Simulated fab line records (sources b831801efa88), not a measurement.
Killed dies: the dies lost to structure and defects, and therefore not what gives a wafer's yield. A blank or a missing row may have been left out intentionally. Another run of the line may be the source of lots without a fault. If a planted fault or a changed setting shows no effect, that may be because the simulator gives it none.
Check for tools in common	flow gf180mcu	13 lots and 39 wafers in the sample

WHY IT WAS OPENED
At GF_VT_IMPLANT_TW_MEAS_21 the reading VT_IMPLANT_2_TW is flagged on 1 of 13 lots. Wafers without a fault read 1204, standard deviation 8.7.
Rule: flag the lot when none of its wafers has a number, or when each of its wafers that has one lies beyond 4 standard deviations from that mean. The rest of the lots are taken to be sound.

lot	measured	on	VT_IMPLANT_2_TW, wafer by wafer	flag
L887	day 6 13:04	film-metro-02	1203 1207 1201	
L888	day 6 20:28	film-metro-04	1216 1213 1213	
L889	day 7 02:34	film-metro-01	1204 1197 1207	
L890	day 7 09:13	film-metro-02	30 30 30	FLAGGED
L900	day 9 22:04	film-metro-01	1183 1191 1188	
L902	day 10 13:16	film-metro-02	1201 1197 1204	
L903	day 10 17:28	film-metro-04	1207 1206 1211	
L904	day 10 22:28	film-metro-02	1203 1201 1201	
L905	day 11 04:25	film-metro-02	1203 1206 1203	
L906	day 11 15:07	film-metro-02	1200 1205 1202	
L907	day 11 21:16	film-metro-02	1198 1206 1206	
L908	day 12 03:46	film-metro-01	1198 1204 1201	
L909	day 12 05:43	film-metro-01	1209 1202 1195	
Averaged over the flagged lots the numbers come to 30, -1174 from the usual (-99 or more standard deviations).

TOOL THAT RAN EACH LOT
Before the reading, the record contains 2 process steps out of a 602-step route. Cell contents, in order: the tool; ch with the chambers the sampled wafers went through; the start.
lot	flag	GF_DNWELL_STRIP_08	GF_VT_IMPLANT_EXPOSE_15
L887		plasma-asher-03 ch 0,1, day 3 01:17	iline-stepper-01 ch 0, day 6 05:24
L888		plasma-asher-04 ch 0,1, day 3 07:07	iline-stepper-01 ch 0, day 6 12:50
L889		plasma-asher-04 ch 1, day 3 11:28	iline-stepper-01 ch 0, day 6 19:05
L890	FLAGGED	plasma-asher-04 ch 0,1, day 3 16:28	iline-stepper-02 ch 0, day 7 01:03
L900		plasma-asher-04 ch 0,1, day 5 21:04	iline-stepper-02 ch 0, day 9 13:22
L902		plasma-asher-01 ch 0,1, day 6 08:43	iline-stepper-02 ch 0, day 10 03:49
L903		plasma-asher-03 ch 0,1, day 6 13:22	iline-stepper-01 ch 0, day 10 08:21
L904		plasma-asher-03 ch 0,1, day 6 17:43	iline-stepper-01 ch 0, day 10 13:20
L905		plasma-asher-03 ch 0,1, day 6 22:37	iline-stepper-02 ch 0, day 10 19:31
L906		plasma-asher-04 ch 0,1, day 7 07:02	iline-stepper-02 ch 0, day 11 05:59
L907		plasma-asher-01 ch 0,1, day 7 11:25	iline-stepper-01 ch 0, day 11 12:04
L908		plasma-asher-03 ch 0,1, day 7 17:26	iline-stepper-01 ch 0, day 11 17:38
L909		plasma-asher-01 ch 1, day 7 20:28	iline-stepper-02 ch 0, day 11 20:09
What the steps here do:
- GF_DNWELL_STRIP_08: strips in O2/N2.
- GF_VT_IMPLANT_EXPOSE_15: exposes mask Nwell LV AREA, target cd 860 nm.
- GF_VT_IMPLANT_TW_MEAS_21

FLAGGED AGAINST TOTAL, ONE TOOL AT A TIME (gauges that did the reading follow at the end)
step	tool	lots run	flagged	share of the flagged lots	sound lots run after its first flagged lot
GF_DNWELL_STRIP_08	plasma-asher-01	3	0	none	-
GF_DNWELL_STRIP_08	plasma-asher-03	5	0	none	-
GF_DNWELL_STRIP_08	plasma-asher-04	5	1	all	2 (L900,L906)
GF_VT_IMPLANT_EXPOSE_15	iline-stepper-01	7	0	none	-
GF_VT_IMPLANT_EXPOSE_15	iline-stepper-02	6	1	all	5 (L900,L902,L905,L906,L909)
GF_VT_IMPLANT_TW_MEAS_21	film-metro-01	4	0	none	-
GF_VT_IMPLANT_TW_MEAS_21	film-metro-02	7	1	all	5 (L902,L904,L905,L906,L907)
GF_VT_IMPLANT_TW_MEAS_21	film-metro-04	2	0	none	-

WHAT THE TABLE PERMITS
In the table, 3 rows ran each flagged lot (plasma-asher-04 at GF_DNWELL_STRIP_08; iline-stepper-02 at GF_VT_IMPLANT_EXPOSE_15; film-metro-02 at GF_VT_IMPLANT_TW_MEAS_21).
- plasma-asher-04 at GF_DNWELL_STRIP_08 ran 5 lots, 1 of them flagged. Lots that were sound ran on it after the first flagged one (L900, L906); a persistent fault on the entire tool would not allow that.
- iline-stepper-02 at GF_VT_IMPLANT_EXPOSE_15 ran 6 lots, 1 of them flagged. Lots that were sound ran on it after the first flagged one (L900, L902, L905, L906, L909); a persistent fault on the entire tool would not allow that.
- film-metro-02 at GF_VT_IMPLANT_TW_MEAS_21 ran 7 lots, 1 of them flagged. Lots that were sound ran on it after the first flagged one (L902, L904, L905, L906, L907); a persistent fault on the entire tool would not allow that.
No row of the table ran every flagged lot and no sound lot after the first.

WHAT THE SIMULATOR PUT IN
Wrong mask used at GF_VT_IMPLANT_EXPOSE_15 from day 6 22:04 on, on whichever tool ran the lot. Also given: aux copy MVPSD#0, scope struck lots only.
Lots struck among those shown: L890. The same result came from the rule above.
